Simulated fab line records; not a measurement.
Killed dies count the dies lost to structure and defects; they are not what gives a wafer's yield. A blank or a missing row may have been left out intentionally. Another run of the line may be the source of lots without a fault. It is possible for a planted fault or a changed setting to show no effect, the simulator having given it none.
Which of the tools did it? + flow sky130 + 14 lots, 40 wafers sampled, at 3 steps of a route of 708

== WHAT EACH GAUGE READ, for each wafer ==
SKY_CAPM_RS_MEAS_03: a four-point-probe measurement.
| lot  | measured     | on            | CAPM_TIN_RS (ohm/sq) |
|------|--------------|---------------|----------------------|
| L235 | day 36 07:32 | film-metro-04 | 6.92 6.91 6.87       |
| L236 | day 36 14:56 | film-metro-03 | 6.86 6.81 6.86       |
| L237 | day 37 02:21 | film-metro-03 | 6.91 6.91 6.80       |
| L240 | day 37 19:54 | film-metro-04 | 6.94 6.90 6.94       |
| L239 | day 37 20:19 | film-metro-04 | 6.90 6.86 6.92       |
| L238 | day 37 20:53 | film-metro-03 | 6.95 6.93 6.91       |
| L241 | day 37 22:58 | film-metro-01 | 6.90 6.89 6.85       |
| L242 | day 38 20:28 | film-metro-04 | 6.87 6.87 6.96       |
| L248 | day 40 08:46 | film-metro-01 | 6.98 6.91            |
| L250 | day 40 19:56 | film-metro-04 | 6.87 6.83            |
| L252 | day 41 14:08 | film-metro-01 | 6.88 6.89 6.86       |
| L254 | day 42 03:58 | film-metro-04 | 6.93 6.87 6.92       |
| L255 | day 42 05:28 | film-metro-04 | 6.84 6.84 6.83       |
| L256 | day 42 06:08 | film-metro-04 | 6.90 6.98 6.94       |

SKY_CAPM_THK_MEAS_04: measures by xrf.
| lot  | measured     | on            | CAPM_TIN_THK (nm) |
|------|--------------|---------------|-------------------|
| L235 | day 36 07:39 | film-metro-04 | 198.0 199.4 199.5 |
| L236 | day 36 15:03 | film-metro-03 | 201.8 202.3 200.9 |
| L237 | day 37 02:27 | film-metro-03 | 201.8 200.5 203.2 |
| L240 | day 37 20:01 | film-metro-04 | 198.2 198.8 197.7 |
| L239 | day 37 20:26 | film-metro-04 | 199.0 199.7 197.4 |
| L238 | day 37 21:00 | film-metro-03 | 199.7 199.7 201.2 |
| L241 | day 37 23:04 | film-metro-01 | 200.7 201.1 202.2 |
| L242 | day 38 20:35 | film-metro-04 | 201.4 200.3 199.6 |
| L248 | day 40 08:52 | film-metro-01 | 200.0 200.4       |
| L250 | day 40 20:02 | film-metro-04 | 201.5 203.1       |
| L252 | day 41 14:14 | film-metro-01 | 200.6 201.5 201.7 |
| L254 | day 42 04:05 | film-metro-04 | 198.6 199.3 198.4 |
| L255 | day 42 05:35 | film-metro-04 | 201.0 200.3 201.4 |
| L256 | day 42 06:16 | film-metro-04 | 199.2 196.2 197.7 |

== WHICH TOOL RAN EACH LOT (tool, then ch and the chambers of the sampled wafers, then the start) ==
| lot  | SKY_METAL3_SPUTTER_04        |
|------|------------------------------|
| L235 | pvd-sputter-02, day 36 07:17 |
| L236 | pvd-sputter-02, day 36 14:41 |
| L237 | pvd-sputter-03, day 37 02:04 |
| L240 | pvd-sputter-03, day 37 19:40 |
| L239 | pvd-sputter-03, day 37 20:04 |
| L238 | pvd-sputter-03, day 37 20:38 |
| L241 | pvd-sputter-03, day 37 22:40 |
| L242 | pvd-sputter-02, day 38 20:13 |
| L248 | pvd-sputter-04, day 40 08:30 |
| L250 | pvd-sputter-02, day 40 19:40 |
| L252 | pvd-sputter-04, day 41 13:52 |
| L254 | pvd-sputter-03, day 42 03:43 |
| L255 | pvd-sputter-02, day 42 05:13 |
| L256 | pvd-sputter-02, day 42 05:54 |
- SKY_METAL3_SPUTTER_04: material TiN, target thk 70 nm, time 58.3 s.

== WHAT THE TOOLS THEMSELVES READ (means of the sampled wafers that have a number; where no wafer has one, the mark that the record gives instead) ==
SKY_METAL3_SPUTTER_04.
| lot  | tool           | throttle-valve-pct (%) |
|------|----------------|------------------------|
| L235 | pvd-sputter-02 | 30.5                   |
| L236 | pvd-sputter-02 | 30.4                   |
| L237 | pvd-sputter-03 | 29.0                   |
| L240 | pvd-sputter-03 | 29.5                   |
| L239 | pvd-sputter-03 | 29.6                   |
| L238 | pvd-sputter-03 | 30.1                   |
| L241 | pvd-sputter-03 | 29.6                   |
| L242 | pvd-sputter-02 | 30.3                   |
| L248 | pvd-sputter-04 | 29.5                   |
| L250 | pvd-sputter-02 | 30.6                   |
| L252 | pvd-sputter-04 | 30.0                   |
| L254 | pvd-sputter-03 | 29.1                   |
| L255 | pvd-sputter-02 | 30.5                   |
| L256 | pvd-sputter-02 | 30.6                   |

== THE ANSWER, worked out from the rows above alone ==
Rule: the usual values come from the lots themselves. The widest of any qualifying gaps counts: lots, ordered by their means at a reading, are off when they make up no more than a third of the lots, leave a main group of 4 or more, and stand apart from it by 3 or more times the standard deviation of that group's means. Not used: any main group whose means are identical at the precision the tables above print for the reading. A lot without any number at a reading at which 4 lots or more have one is off too. All remaining lots with rows at the step are treated as sound. After the gauges, taken in route order, come the tools' own readings; for these a lot's mean is taken, as printed above. At the first step where some lot is off, the reading lying furthest off is the one used; lots without a number count as furthest.
No lot is off on any of the readings shown, so nothing can be concluded from this.

== WHAT THE SIMULATOR PUT IN ==
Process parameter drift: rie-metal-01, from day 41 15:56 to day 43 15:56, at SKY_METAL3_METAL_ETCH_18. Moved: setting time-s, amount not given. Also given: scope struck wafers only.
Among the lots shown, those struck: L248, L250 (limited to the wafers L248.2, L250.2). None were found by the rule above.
